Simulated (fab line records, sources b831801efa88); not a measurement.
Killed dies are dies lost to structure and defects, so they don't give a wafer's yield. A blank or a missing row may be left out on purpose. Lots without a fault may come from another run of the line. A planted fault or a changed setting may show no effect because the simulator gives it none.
Which tool did it? | flow gf180mcu | 10 lots, 30 wafers sampled, at 1 step of a route of 602

WHAT THE GAUGES READ, wafer by wafer
GF_M5_CD_MEAS_07: target cd 280 nm. Usual: cd_nm 280.5 nm, standard deviation 1.2.
lot  | measured     | on        | cd_nm (nm)        | flag
L809 | day 26 18:06 | cd_sem-02 | 280.0 280.0 280.5 |
L810 | day 26 21:59 | cd_sem-02 | 282.6 282.3 281.7 |
L814 | day 28 04:39 | cd_sem-02 | 280.3 279.1 279.4 |
L825 | day 31 22:59 | cd_sem-01 | 280.6 280.4 279.8 |
L826 | day 32 00:21 | cd_sem-02 | 280.7 281.3 280.9 |
L827 | day 32 07:21 | cd_sem-01 | 282.1 280.4 280.2 |
L828 | day 32 07:47 | cd_sem-02 | 282.0 282.4 280.8 |
L829 | day 32 12:30 | cd_sem-01 | 279.1 278.4 278.5 |
L831 | day 32 20:45 | cd_sem-01 | 280.8 280.5 281.6 |
L830 | day 32 23:10 | cd_sem-02 | 281.4 281.6 281.1 |

WHICH TOOL RAN EACH LOT (tool, then ch and the chambers of the sampled wafers, then the start)
The record holds no process step before these readings.

WHAT THE TOOLS THEMSELVES READ (means of the sampled wafers that have a number; where no wafer has one, the mark that the record gives instead)
The record holds no such reading with a usual standard deviation.

THE ANSWER, worked out from the rows above alone
Rule: a lot is off if the mean of its wafers that have a number lies more than 3 standard deviations from the usual mean. A lot without any number at a reading at which 4 lots or more have one is off too. The other lots that the step has rows for count as sound. The gauges are gone through in route order, then the tools' own readings, and for those a lot's mean is taken as printed above. The first step at which some lot is off is used, and at that step the reading that is off furthest; a lot without a number counts as furthest.
No lot is off at any reading shown: from this, nothing can be told.

WHAT THE SIMULATOR HAD PUT IN
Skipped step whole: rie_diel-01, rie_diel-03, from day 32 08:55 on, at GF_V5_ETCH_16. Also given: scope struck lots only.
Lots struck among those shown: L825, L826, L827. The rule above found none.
